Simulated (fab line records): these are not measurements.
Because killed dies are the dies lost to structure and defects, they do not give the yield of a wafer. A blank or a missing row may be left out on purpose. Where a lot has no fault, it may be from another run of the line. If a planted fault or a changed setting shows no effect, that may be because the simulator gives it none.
A lot that was struck, set against a sound lot | flow sky130 | 15 out of 708 route steps
Sound: these wafers, L850.2, L850.3, L850.5. The struck wafers were L858.3, L858.5, L858.6. The cause is named last.
For every step that has rows: the tool of each side, followed by ch and its chambers, followed by its first start. Under that, the readings that differ: sound wafers | struck wafers | difference of the means | sigmas: that difference in standard deviations of wafers without a fault.
alike: readings whose means differ by less than 2 such deviations, and words and numbers that are the same on both sides. not compared: withheld readings, readings that some wafer has no value for, bounds like >300 that may hide the same value, and numbers for which the record gives no deviation and whose values overlap.
A row with sigmas, a row that says differs or no value, or rows on one side alone: a step with any of these is where the two part. Non-overlapping numbers with no deviation appear without sigmas and do not part them. A reading that every wafer of one side lacks parts them only if that side has two wafers or more.

first, 6 steps without rows for these wafers: SKY_GATE_OXIDE_HMDS_04 (prime time 60 s); SKY_GATE_OXIDE_COAT_05 (resist thk 1140 nm); SKY_GATE_OXIDE_SOFTBAKE_06 (time 60 s); SKY_GATE_OXIDE_EXPOSE_07 (exposes mask LVOM, target cd 600 nm); SKY_GATE_OXIDE_PEB_08; SKY_GATE_OXIDE_DEVELOP_09 (develop time 60 s).
SKY_GATE_OXIDE_OVL_MEAS_10:
  sound on overlay-02, day 13 10:02; struck on overlay-01, day 16 07:27
  alike: GATE_OXIDE_OVL
then, 2 steps without rows for these wafers: SKY_GATE_OXIDE_IMPLANT_11; SKY_GATE_OXIDE_WET_ETCH_12 (etches SiO2 in dHF, target depth 16.8 nm, time 336 s).
SKY_GATE_OXIDE_STRIP_13: strips in O2/N2.
  sound on plasma-asher-02 ch 0, day 13 10:19; struck on plasma-asher-03 ch 0,1, day 16 07:46
  alike: drypump-motor-current-A, oes-product-au, strip-time-to-endpoint-s
  not compared: rf-hours-counter-h
SKY_GATE_OXIDE_TW_MEAS_14:
  sound on film-metro-01, day 13 10:25; struck on film-metro-03, day 16 07:51
  reading       | sound             | struck            | difference | sigmas
  GATE_OXIDE_TW | 226.0 227.2 227.5 | 221.3 221.0 221.3 | -5.7       | -3
then, 1 step without rows for these wafers: SKY_GATE_OXIDE_CLEAN_15 (cleans in SC1/SC2, time 150 s).
SKY_GATE_OXIDE_OXIDATION_16: stabilise 600 s, purge 300 s, target thk 3.57 nm.
  sound on furnace-01 ch 0, day 13 11:22; struck on furnace-01 ch 0, day 16 10:34
  alike: spike-tc-bottom-C, spike-tc-lower-C, zone-power-lower-pct
then, 1 step without rows for these wafers: SKY_POLY_GATE_CVD_00 (deposits poly-Si, target thk 180 nm, time 720 s).
-- here the record skips 31 days between the struck wafers' starts before and after, leaving off in module POLY_GATE and picking up in module PAD_OPEN (first step shown: number 708 of the route) --
SKY_PAD_OPEN_PROBE_99:
  sound on prober-01, day 45 11:30; struck on prober-01, day 47 12:40
  reading                                | sound                       | struck                        | difference | sigmas
  model.etest.pfet_01v8.r-on-ohm-um      | 2899 2902 2918              | 3832 3831 3778                | +907       |
  model.etest.nfet_16v.r-on-ohm-um       | 1.401e+04 1.417e+04 1.4e+04 | 1.494e+04 1.483e+04 1.494e+04 | +8.433e+02 |
  model.etest.nfet_01v8.r-on-ohm-um      | 823.3 834.7 835.6           | 1328 1319 1294                | +482       |
  model.etest.tip-sonos.rs-ohm-sq        | 2674 2703 2687              | 3084 3143 3180                | +448       |
  model.etest.pfet-g5v0d10v5.r-on-ohm-um | 4871 4862 4934              | 5125 5149 5142                | +250       |
  model.etest.tip-p.rs-ohm-sq            | 6910 6910 6857              | 7254 7231 7207                | +338       |
  model.etest.nfet_01v8_lvt.drive-ua-um  | 589.2 578.7 582.5           | 329.8 334.7 334.8             | -250.4     |
  alike: killed_at_M0_to_M3, killed_at_M4_up, killed-at-contacts, killed-at-front-end, killed-at-other, killed-dies, killed-open, killed-short
  not compared: model.etest.pfet_16v.r-on-ohm-um

WHERE THEY PART
Only at SKY_GATE_OXIDE_TW_MEAS_14, as far as this record shows. Later steps at which nothing parts them and some readings are alike: SKY_GATE_OXIDE_OXIDATION_16, SKY_PAD_OPEN_PROBE_99.

WHY: the cause the simulator had injected
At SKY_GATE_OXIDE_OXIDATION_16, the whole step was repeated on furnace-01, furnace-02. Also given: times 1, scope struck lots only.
